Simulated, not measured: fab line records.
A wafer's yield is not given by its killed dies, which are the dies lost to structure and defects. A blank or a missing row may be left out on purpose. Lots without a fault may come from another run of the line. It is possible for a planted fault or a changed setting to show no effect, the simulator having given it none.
8D (eight disciplines) problem report, filled in by code :: flow sky130 :: the parts of the form that need people (team, actions taken, sign-off) are left out

## 1. THE PROBLEM
Across 6 wafers from 2 lots, SD_P_TW at SKY_SD_P_TW_MEAS_11 averages 2674, while fault-free wafers read 2788 with a standard deviation of 14. That puts it -8.2 standard deviations away from the usual mean.
The first sign was on wafer L370.1 at day 31 19:17, on film metro-01. Wafers with a number at this step in the record: 33, from 11 lots. The rule behind "out" and "out of limits": a value lying over 4 standard deviations away from the usual mean. All remaining wafers that have a number are taken as sound.

## 2. WHAT IT IS AND WHAT IT IS NOT
question: which readings at this step
is: SD_P_TW
is not: -

question: which lots
is: L370, L373
is not: L351, L353, L354, L355, L358, L363, L364, L365, L369

question: which wafers of those lots
is: all that have a number
is not: -

question: read on which gauges
is: film metro-01
is not: film metro-03, film metro-04

question: when
is: from day 31 19:17
is not: up to then (27 sound wafers)

## 3. SUSPECTS, AND WHAT RULES EACH OUT
Counting: any tool at a process step up to the reading is kept as a suspect provided that every lot that is out went through it and no sound lot did after the first of them.
- the gauge at SKY_SD_P_TW_MEAS_11 has been ruled out. All the wafers that are out were read on film metro-01, but those of them that SKY_SD_P_IMPLANT_09 has rows for are out there too, on other tools.
- implanter-04 at SKY_SD_P_IMPLANT_09: kept. Every lot that is out went through it, starting with L370 (day 31 19:02), and after that it ran no sound lot; the last sound lot it ran before then is L363 (day 30 01:04). Its own readings are out on those wafers: dose ions cm2.
The count leaves implanter-04 at SKY_SD_P_IMPLANT_09.

## 4. THE CAUSE (what the simulator had put in)
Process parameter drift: implanter-04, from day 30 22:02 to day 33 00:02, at SKY_SD_P_IMPLANT_09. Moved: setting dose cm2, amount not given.
The count eliminated every tool but this one.

## 5. THE EFFECT CHAIN, in route order
One row per reading whose mean, taken over the struck wafers that have a number, lies over 3 standard deviations from the usual. Readings are gone through only where the record gives a usual standard deviation; hours: the median, over the lots, of the time from a lot's start at the first step in this table giving one to that lot's start at this step; sigmas: the change measured in usual standard deviations.
hours: 0
step: SKY_SD_P_IMPLANT_09
reading: dose ions cm2
usual: 3e+15
on struck wafers: 2e+15
change: -6e+14
sigmas: -99 or more

hours: 0
step: SKY_SD_P_STRIP_10
reading: strip time to endpoint s
usual: 17.50 s
on struck wafers: 17.05
change: -0.45
sigmas: -8.7

hours: 0
step: SKY_SD_P_TW_MEAS_11
reading: SD_P_TW
usual: 2788
on struck wafers: 2674
change: -114
sigmas: -8.2

hours: 55
step: SKY_SD_N_RS_MEAS_17
reading: SD_P_RS
usual: 147.0 ohm/sq
on struck wafers: 150.6
change: +3.6
sigmas: +10
Process steps it contains:
- SKY_SD_P_IMPLANT_09
- SKY_SD_P_STRIP_10: strips in O2/N2.
Later measuring or inspecting steps at which every struck wafer that the step has a row for has a number for every such reading, and none has moved that far: SKY_SD_N_OVL_MEAS_08, SKY_LI_CONTACT_THK_MEAS_01.

## 6. HOW IT WOULD HAVE BEEN CAUGHT EARLIER
The first out-of-limits reading at a measuring or inspecting step in this record came at day 31 19:17, 21 hours after the fault's start at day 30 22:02.
At SKY_SD_P_IMPLANT_09, the tool's own readings (dose ions cm2) were out on each struck wafer the step has a row for, so an alarm limit on them would have fired on the first such wafer.
Of the lots that are out (2), L373 began SKY_SD_P_IMPLANT_09 on implanter-04 after day 31 19:17. It would have been spared by a hold on the tool at that moment.
